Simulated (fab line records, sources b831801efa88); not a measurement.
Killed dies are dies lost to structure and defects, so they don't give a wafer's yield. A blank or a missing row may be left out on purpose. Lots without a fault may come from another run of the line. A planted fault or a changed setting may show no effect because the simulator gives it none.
A struck lot beside a sound one | flow sky130 | 14 steps out of a route of 708
Sound: wafers L918.1, L918.4, L918.6. Struck: wafers L926.1, L926.2, L926.5. The cause comes at the end.
At each step with rows: each side's tool, then ch and its chambers, then its first start. Under that, the readings that differ: sound wafers | struck wafers | difference of the means | sigmas: that difference in standard deviations of wafers without a fault.
alike: readings whose means differ by less than 2 such deviations, and words and numbers that are the same on both sides. not compared: withheld readings, readings that some wafer has no value for, bounds like >300 that may hide the same value, and numbers for which the record gives no deviation and whose values overlap.
The two part at a step that has a row with sigmas, a row that says differs or no value, or rows on one side only. Numbers that don't overlap but have no deviation are shown without sigmas and don't part them. A reading that every wafer of one side lacks parts them only if that side has two wafers or more.

SKY_METAL3_SPUTTER_04: material TiN, target thk 70 nm, time 58.3 s.
  sound on pvd_sputter-01, day 38 22:10; struck on pvd_sputter-03, day 41 07:47
  alike: throttle_valve_pct
SKY_CAPM_CVD_00: deposits SiO2, target thk 15.5 nm.
  sound on pecvd-03 ch 1,2, day 38 22:13; struck on pecvd-04 ch 1,2, day 41 07:50
  alike: heater_power_w
SKY_CAPM_THK_MEAS_01:
  sound on film_metro-03, day 38 22:14; struck on film_metro-04, day 41 07:51
  alike: CAPM_CVD_00_THK
SKY_CAPM_SPUTTER_02: material TiN, target thk 200 nm, time 158.6 s.
  sound on pvd_sputter-04, day 38 22:18; struck on pvd_sputter-04, day 41 07:55
  alike: throttle_valve_pct
SKY_CAPM_RS_MEAS_03: measures by four-point-probe.
  sound on film_metro-02, day 38 22:25; struck on film_metro-03, day 41 08:01
  alike: CAPM_TIN_RS
SKY_CAPM_THK_MEAS_04: measures by xrf.
  sound on film_metro-02, day 38 22:32; struck on film_metro-03, day 41 08:08
  reading           | sound             | struck            | difference | sigmas
  CAPM_TIN_THK (nm) | 193.8 194.2 194.3 | 188.4 187.2 192.2 | -4.8       | -2
then, 6 steps without rows for these wafers: SKY_CAPM_DEHYDRATE_05 (time 60 s); SKY_CAPM_HMDS_06 (prime time 60 s); SKY_CAPM_COAT_07 (resist thk 1140 nm); SKY_CAPM_SOFTBAKE_08 (time 60 s); SKY_CAPM_EXPOSE_09 (exposes mask CAPM, target cd 1000 nm); SKY_CAPM_PEB_10.
SKY_CAPM_DEVELOP_11: develop time 60 s.
  sound on litho_track-01 ch 0, day 39 22:46; struck on litho_track-04, day 42 07:46
  no value came back on the struck wafers for chill_plate_temp_C (C), develop_time_s (s); on the sound wafers chill_plate_temp_C (C) reads 23.11 23.05 23.05
SKY_CAPM_OVL_MEAS_12:
  sound on overlay-01, day 39 22:55; struck on overlay-01, day 42 07:55
  reading       | sound       | struck | difference                    | sigmas
  CAPM_OVL (nm) | 2.5 2.9 2.5 | - - -  | no value on the struck wafers |

WHERE THEY PART
First at SKY_CAPM_THK_MEAS_04; last, within this record, at SKY_CAPM_OVL_MEAS_12.

WHY: what the simulator had put in
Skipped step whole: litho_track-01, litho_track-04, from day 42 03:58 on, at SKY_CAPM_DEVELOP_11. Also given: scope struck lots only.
